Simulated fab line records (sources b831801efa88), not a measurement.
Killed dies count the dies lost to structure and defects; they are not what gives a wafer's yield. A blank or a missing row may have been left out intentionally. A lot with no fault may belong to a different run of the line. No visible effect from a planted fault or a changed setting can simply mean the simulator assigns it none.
A struck lot beside a sound one	flow sky130	17 out of 708 route steps
Sound: these wafers, L195.2, L195.5, L195.6. Wafers L205.1, L205.2, L205.5 were the ones struck. The cause is named last.
At each step with rows: each side's tool, then ch and its chambers, then its first start. Under that, the readings that differ: sound wafers	struck wafers	difference of the means	sigmas: that difference in standard deviations of wafers without a fault.
alike: words and numbers the same on both sides, and readings whose means are apart by under 2 such deviations; not compared: readings that were withheld, readings missing a value for some wafer, numbers with overlapping values and no deviation given by the record, and bounds like >300 which may hide the same value.
Wherever a step has rows on one side only, a row that says differs or no value, or a row with sigmas, the two part there. When numbers do not overlap yet have no deviation, they are printed without sigmas and do not part them. Lack of a reading on every wafer of one side parts them only where that side has two or more wafers.

first, 1 step without rows for these wafers: SKY_LDD_N_IMPLANT_15.
SKY_LDD_N_STRIP_16: strips in O2/N2.
  sound on plasmaAsher-04 ch 0,1, day 18 13:41; struck on plasmaAsher-02 ch 0,1, day 22 14:53
reading	sound	struck	difference	sigmas
drypumpMotorCurrentA (A)	4.7 5.2 4.7	5.5 5.7 5.7	+0.8	+2
  alike: oesProductAu, stripTimeToEndpointS
  not compared: rfHoursCounterH
SKY_LDD_N_TW_MEAS_17:
  struck on filmMetro-03, day 22 14:59; sound on filmMetro-03, day 18 13:48
  alike: LDD_N_TW
then, 7 steps without rows for these wafers: SKY_LDD_P_DEHYDRATE_00 (time 60 s); SKY_LDD_P_HMDS_01 (prime time 60 s); SKY_LDD_P_COAT_02 (resist thk 1140 nm); SKY_LDD_P_SOFTBAKE_03 (time 60 s); SKY_LDD_P_EXPOSE_04 (exposes mask PSDM, target cd 380 nm); SKY_LDD_P_PEB_05; SKY_LDD_P_DEVELOP_06 (develop time 60 s).
SKY_LDD_P_CD_MEAS_07: the cd target is 380 nm.
  struck on cdSem-01, day 23 20:22; sound on cdSem-02, day 19 20:31
  alike: cdNm
SKY_LDD_P_OVL_MEAS_08:
  struck on overlay-01, day 23 20:29; sound on overlay-02, day 19 20:38
  alike: LDD_P_OVL
SKY_LDD_P_IMPLANT_09:
  sound on implanter-01 ch 0, day 19 20:41; struck on implanter-02 ch 0, day 23 20:31
reading	sound	struck	difference	sigmas
beamOnS (s)	9.77 10.22 10.10	7.79 7.88 7.57	-2.28	-11
faradayCurrentUA	57.5 55.2 55.9	72.4 71.9 74.0	+16.6	+14
SKY_LDD_P_STRIP_10: strips in O2/N2.
  sound on plasmaAsher-01 ch 0,1, day 19 20:49; struck on plasmaAsher-03 ch 0,1, day 23 20:40
reading	sound	struck	difference	sigmas
stripTimeToEndpointS (s)	14.10 14.16 14.09	14.21 14.18 14.20	+0.08	+2
  alike: drypumpMotorCurrentA, oesProductAu
  not compared: rfHoursCounterH
SKY_LDD_P_TW_MEAS_11:
  struck on filmMetro-02, day 23 20:46; sound on filmMetro-04, day 19 20:55
reading	sound	struck	difference	sigmas
LDD_P_TW	629 631 632	590 587 589	-42	-7
then, 1 step without rows for these wafers: SKY_LDD_HVN_DEHYDRATE_00 (time 60 s).
-- record jumps: 25 days separate the struck wafers' starts on either side; left off in module LDD_HVN, taken up again in module PAD_OPEN, whose first shown step is the route's number 708 --
SKY_PAD_OPEN_PROBE_99:
  struck on prober-02, day 49 00:38; sound on prober-02, day 46 07:25
reading	sound	struck	difference	sigmas
model.etest.tipP.rsOhmSq	6850 6979 6983	8546 8543 8512	+1596	
model.etest.tipP.rsOhmSqRange	152.7 156.5 173.7	331.2 256.3 243.7	+116.1	
  alike: killed_at_M0_to_M3, killed_at_M4_up, killedAtContacts, killedAtFrontEnd, killedAtOther, killedDies, killedOpen, killedShort

== WHERE THEY PART ==
Earliest at SKY_LDD_N_STRIP_16; latest, in this record, at SKY_LDD_P_TW_MEAS_11. Later steps at which nothing parts them and some readings are alike: SKY_PAD_OPEN_PROBE_99.

WHY: the cause the simulator had injected
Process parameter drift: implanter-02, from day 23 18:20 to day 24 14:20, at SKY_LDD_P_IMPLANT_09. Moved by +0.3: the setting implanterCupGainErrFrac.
